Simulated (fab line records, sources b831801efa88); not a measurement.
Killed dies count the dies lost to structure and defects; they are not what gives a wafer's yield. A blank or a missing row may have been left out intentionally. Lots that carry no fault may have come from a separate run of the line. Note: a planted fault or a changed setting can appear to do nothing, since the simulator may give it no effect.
Matching of chambers / flow sfq_line / cmp-01 running SFQ_TRILAYER_I4_CMP_CMP_100: 4 sister chambers
The step polishes SiO2. 20 wafers are shown with their chamber, then 10 later ones without.

EACH WAFER AND ITS CHAMBER
wafer=L640.2; chamber=3; motor_current_A (A)=10.9; time_to_endpoint_s (s)=219
wafer=L640.3; chamber=2; motor_current_A (A)=10.1; time_to_endpoint_s (s)=207
wafer=L640.4; chamber=1; motor_current_A (A)=9.9; time_to_endpoint_s (s)=216
wafer=L642.1; chamber=1; motor_current_A (A)=9.9; time_to_endpoint_s (s)=197
wafer=L642.2; chamber=0; motor_current_A (A)=9.2; time_to_endpoint_s (s)=214
wafer=L642.3; chamber=3; motor_current_A (A)=9.9; time_to_endpoint_s (s)=214
wafer=L643.1; chamber=1; motor_current_A (A)=10.0; time_to_endpoint_s (s)=214
wafer=L643.5; chamber=0; motor_current_A (A)=9.1; time_to_endpoint_s (s)=227
wafer=L643.6; chamber=1; motor_current_A (A)=10.0; time_to_endpoint_s (s)=219
wafer=L645.2; chamber=1; motor_current_A (A)=10.0; time_to_endpoint_s (s)=207
wafer=L645.4; chamber=0; motor_current_A (A)=8.6; time_to_endpoint_s (s)=224
wafer=L645.5; chamber=2; motor_current_A (A)=9.9; time_to_endpoint_s (s)=216
wafer=L646.1; chamber=1; motor_current_A (A)=9.8; time_to_endpoint_s (s)=203
wafer=L646.5; chamber=3; motor_current_A (A)=11.2; time_to_endpoint_s (s)=218
wafer=L646.6; chamber=0; motor_current_A (A)=9.1; time_to_endpoint_s (s)=224
wafer=L647.4; chamber=0; motor_current_A (A)=8.9; time_to_endpoint_s (s)=235
wafer=L647.1; chamber=2; motor_current_A (A)=10.1; time_to_endpoint_s (s)=225
wafer=L647.5; chamber=3; motor_current_A (A)=10.6; time_to_endpoint_s (s)=225
wafer=L648.2; chamber=0; motor_current_A (A)=8.4; time_to_endpoint_s (s)=230
wafer=L648.3; chamber=3; motor_current_A (A)=9.9; time_to_endpoint_s (s)=220

SIGNATURES (averages over the wafers above)
reading=motor_current_A; chamber 0=8.883; chamber 1=9.933; chamber 2=10.033; chamber 3=10.500; scatter within a chamber=0.349
reading=time_to_endpoint_s; chamber 0=225.67; chamber 1=209.33; chamber 2=216.00; chamber 3=219.20; scatter within a chamber=7.21
Rule: a wafer lies at a distance from a chamber equal to the root of the sum of squares, over the readings, of (its reading less the chamber's mean, divided by the reading's scatter). If the next closest chamber is less than 2 further off than the closest, the wafer can't be placed; otherwise it belongs to the closest. The scatter is the square root of a quotient: the sum, over the shown wafers, of each reading's squared deviation from its chamber's mean, divided by wafers minus chambers.

WAFERS WITHOUT THEIR CHAMBER
wafer=L648.6; motor_current_A (A)=9.4; time_to_endpoint_s (s)=212
wafer=L654.2; motor_current_A (A)=9.9; time_to_endpoint_s (s)=204
wafer=L654.5; motor_current_A (A)=10.0; time_to_endpoint_s (s)=208
wafer=L654.6; motor_current_A (A)=8.7; time_to_endpoint_s (s)=221
wafer=L659.1; motor_current_A (A)=10.5; time_to_endpoint_s (s)=211
wafer=L659.4; motor_current_A (A)=10.2; time_to_endpoint_s (s)=209
wafer=L659.5; motor_current_A (A)=10.2; time_to_endpoint_s (s)=204
wafer=L663.2; motor_current_A (A)=9.1; time_to_endpoint_s (s)=223
wafer=L663.4; motor_current_A (A)=9.7; time_to_endpoint_s (s)=210
wafer=L663.5; motor_current_A (A)=9.9; time_to_endpoint_s (s)=202

WHICH CHAMBER EACH WENT THROUGH
wafer=L648.6; from the rows above=can't be placed: 1 or 2 or 0 or 3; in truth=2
wafer=L654.2; from the rows above=can't be placed: 1 or 2 or 3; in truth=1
wafer=L654.5; from the rows above=can't be placed: 1 or 2 or 3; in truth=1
wafer=L654.6; from the rows above=0; in truth=0
wafer=L659.1; from the rows above=can't be placed: 3 or 2 or 1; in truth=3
wafer=L659.4; from the rows above=can't be placed: 1 or 2 or 3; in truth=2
wafer=L659.5; from the rows above=can't be placed: 1 or 2 or 3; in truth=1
wafer=L663.2; from the rows above=0; in truth=0
wafer=L663.4; from the rows above=can't be placed: 1 or 2 or 3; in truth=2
wafer=L663.5; from the rows above=can't be placed: 1 or 2 or 3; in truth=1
2 of 10 placed correctly. Unplaceable from these rows: 8, with the true chamber sitting among the candidates in 8. 0 placed wrongly.
